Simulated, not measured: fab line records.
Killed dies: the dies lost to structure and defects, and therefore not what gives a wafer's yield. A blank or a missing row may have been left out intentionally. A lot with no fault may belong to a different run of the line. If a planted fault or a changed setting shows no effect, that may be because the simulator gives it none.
The same fault as seen by 2 desks | flow sky130 | numbers are kept per desk, each desk with only its own; the story behind them comes last

== AT THE TOOL OWNER'S DESK: hdpcvd-02 ==
The tool's own readings at SKY_LI_CONTACT_HDPCVD_00 (deposits PSG, target thk 930 nm, time 155 s): means of the sampled wafers that have a number, for each lot that ran on this tool. Any lot whose mean is over 4 standard deviations away from the usual mean is out of limits and marked OUT; that distance is given in the brackets.
Columns: A = run_length_s at SKY_LI_CONTACT_HDPCVD_00, usual 183.0 s
lot  | first seen here | A
L862 | day 27 23:12    | 183.6
L864 | day 28 20:43    | 183.4
L869 | day 30 10:37    | 182.9
L870 | day 30 23:27    | 183.1
L874 | day 32 13:22    | 192.6 (+20) OUT
L877 | day 33 04:51    | 192.4 (+20) OUT
This desk finds L874, L877 out of limits, L874 being first, at day 32 13:22 (run_length_s at SKY_LI_CONTACT_HDPCVD_00). In limits: L862, L864, L869, L870.

== AT THE METROLOGY DESK ==
Means of the sampled wafers that have a number, per lot and without regard to the tool the lot ran on: this is what the gauges read. Any lot whose mean is over 4 standard deviations away from the usual mean is out of limits and marked OUT; that distance is given in the brackets.
Columns: A = LDD_LDN_TW at SKY_LDD_LDN_TW_MEAS_13, usual 1485; B = POLY_CUT_OVL at SKY_POLY_CUT_OVL_MEAS_09, usual 1 nm; C = LI_CONTACT_HDPCVD_THK at SKY_LI_CONTACT_THK_MEAS_01, usual 934 nm
lot  | first seen here | A    | B  | C
L862 | day 22 20:23    | 1487 | 4  | 931
L863 | day 23 04:50    | 1478 | -1 | 925
L864 | day 23 21:52    | 1466 | 2  | 934
L869 | day 25 12:34    | 1470 | 8  | 929
L870 | day 26 03:02    | 1470 | 3  | 943
L874 | day 27 19:17    | 1502 | 4  | 1001 (+6.7) OUT
L877 | day 28 11:16    | 1469 | 0  | 977 (+4.3) OUT
L881 | day 29 20:42    | 1502 | -0 | 933
L883 | day 30 10:17    | 1503 | -2 | 935
L884 | day 30 13:11    | 1474 | -1 | 951
L885 | day 31 03:08    | 1504 | 4  | 949
This desk finds L874, L877 out of limits, with the earliest case on L874 at day 32 13:28 (LI_CONTACT_HDPCVD_THK at SKY_LI_CONTACT_THK_MEAS_01). In limits: L862, L863, L864, L869, L870, L881, L883, L884, L885.

== PUT TOGETHER ==
The tool owner's desk had the chance to raise an alarm at day 32 13:22 on L874, L877.
On L874, L877, the metrology desk was in a position to raise an alarm at day 32 13:28.
SKY_LI_CONTACT_HDPCVD_00 was run on hdpcvd-02 by each of the lots named.

== WHAT HAD BEEN PUT IN BY THE SIMULATOR ==
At SKY_LI_CONTACT_HDPCVD_00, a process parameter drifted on hdpcvd-02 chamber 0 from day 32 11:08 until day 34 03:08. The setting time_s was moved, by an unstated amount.
Lots struck among those shown: L874, L877.
Delay (hours) between the fault's onset and each desk's first out-of-limits reading: 2 at the tool owner's desk, 2 at the metrology desk.
